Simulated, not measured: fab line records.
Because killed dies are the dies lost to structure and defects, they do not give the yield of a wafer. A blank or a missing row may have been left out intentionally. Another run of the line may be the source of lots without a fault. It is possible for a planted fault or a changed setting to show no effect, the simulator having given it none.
The tool behind it: which one?    flow sky130    11 lots with 33 wafers sampled at 3 steps, on a route of 708 steps

== WHAT EACH GAUGE READ, for each wafer ==
SKY_SD_N_RS_MEAS_17: measures by four-point-probe.
lot   measured      on            SD_P_RS (ohm/sq)
L421  day 27 20:34  filmMetro-02  147.5 147.6 147.9
L423  day 28 14:39  filmMetro-04  146.7 146.3 146.4
L427  day 30 12:44  filmMetro-02  147.5 147.2 146.9
L429  day 30 18:19  filmMetro-01  150.9 151.0 151.0
L431  day 30 23:38  filmMetro-01  151.8 151.7 151.2
L433  day 31 18:31  filmMetro-04  150.4 149.7 150.2
L438  day 34 09:25  filmMetro-01  147.8 147.1 147.2
L440  day 34 10:41  filmMetro-04  146.4 146.7 146.8
L441  day 34 11:55  filmMetro-04  147.5 147.0 146.9
L443  day 34 22:52  filmMetro-01  147.1 147.2 147.4
L444  day 35 06:02  filmMetro-01  147.3 147.1 147.1

== WHAT TOOL EACH LOT RAN ON (gives the tool, then ch and the chambers of the sampled wafers, and finally the start) ==
lot   SKY_SD_P_IMPLANT_09              SKY_SD_P_STRIP_10
L421  implanter-03 ch 0, day 25 10:13  plasmaAsher-02 ch 0,1, day 25 10:22
L423  implanter-03 ch 0, day 26 05:22  plasmaAsher-03 ch 0,1, day 26 05:30
L427  implanter-04 ch 0, day 28 04:38  plasmaAsher-02 ch 1, day 28 04:46
L429  implanter-03 ch 0, day 28 08:58  plasmaAsher-03 ch 0,1, day 28 09:07
L431  implanter-03 ch 0, day 28 14:04  plasmaAsher-03 ch 0,1, day 28 14:12
L433  implanter-03 ch 0, day 29 10:07  plasmaAsher-03 ch 0,1, day 29 10:15
L438  implanter-04 ch 0, day 32 04:16  plasmaAsher-02 ch 0,1, day 32 04:25
L440  implanter-01 ch 0, day 32 05:02  plasmaAsher-02 ch 0,1, day 32 05:10
L441  implanter-03 ch 0, day 32 05:46  plasmaAsher-02 ch 0,1, day 32 05:55
L443  implanter-04 ch 0, day 32 15:47  plasmaAsher-01 ch 0,1, day 32 15:53
L444  implanter-03 ch 0, day 33 01:23  plasmaAsher-03 ch 0,1, day 33 01:31
- SKY_SD_P_IMPLANT_09
- SKY_SD_P_STRIP_10: strips in O2/N2.

== THE ANSWER, worked out from the rows above alone ==
Rule: usual is defined by the lots themselves. The widest of any qualifying gaps counts: lots, ordered by their means at a reading, are off when they make up no more than a third of the lots, leave a main group of 4 or more, and stand apart from it by 3 or more times the standard deviation of that group's means. A main group is skipped when, at the precision printed for the reading in the tables above, its means are all equal. Also off: a lot with no number at a reading for which 4 or more lots have one. Where the step has rows for the other lots, those lots are counted as sound.
Off: L429, L431, L433, at SKY_SD_N_RS_MEAS_17 (SD_P_RS). Mean 147.1 ohm/sq and standard deviation 0.36 in the main group.
If a tool, at a process step before that reading, ran all the lots that are off and no sound lot after the first of them, it fits. The gauges at SKY_SD_N_RS_MEAS_17 are tried like those tools. No candidate that was tried fits.

== WHAT THE SIMULATOR HAD INSERTED ==
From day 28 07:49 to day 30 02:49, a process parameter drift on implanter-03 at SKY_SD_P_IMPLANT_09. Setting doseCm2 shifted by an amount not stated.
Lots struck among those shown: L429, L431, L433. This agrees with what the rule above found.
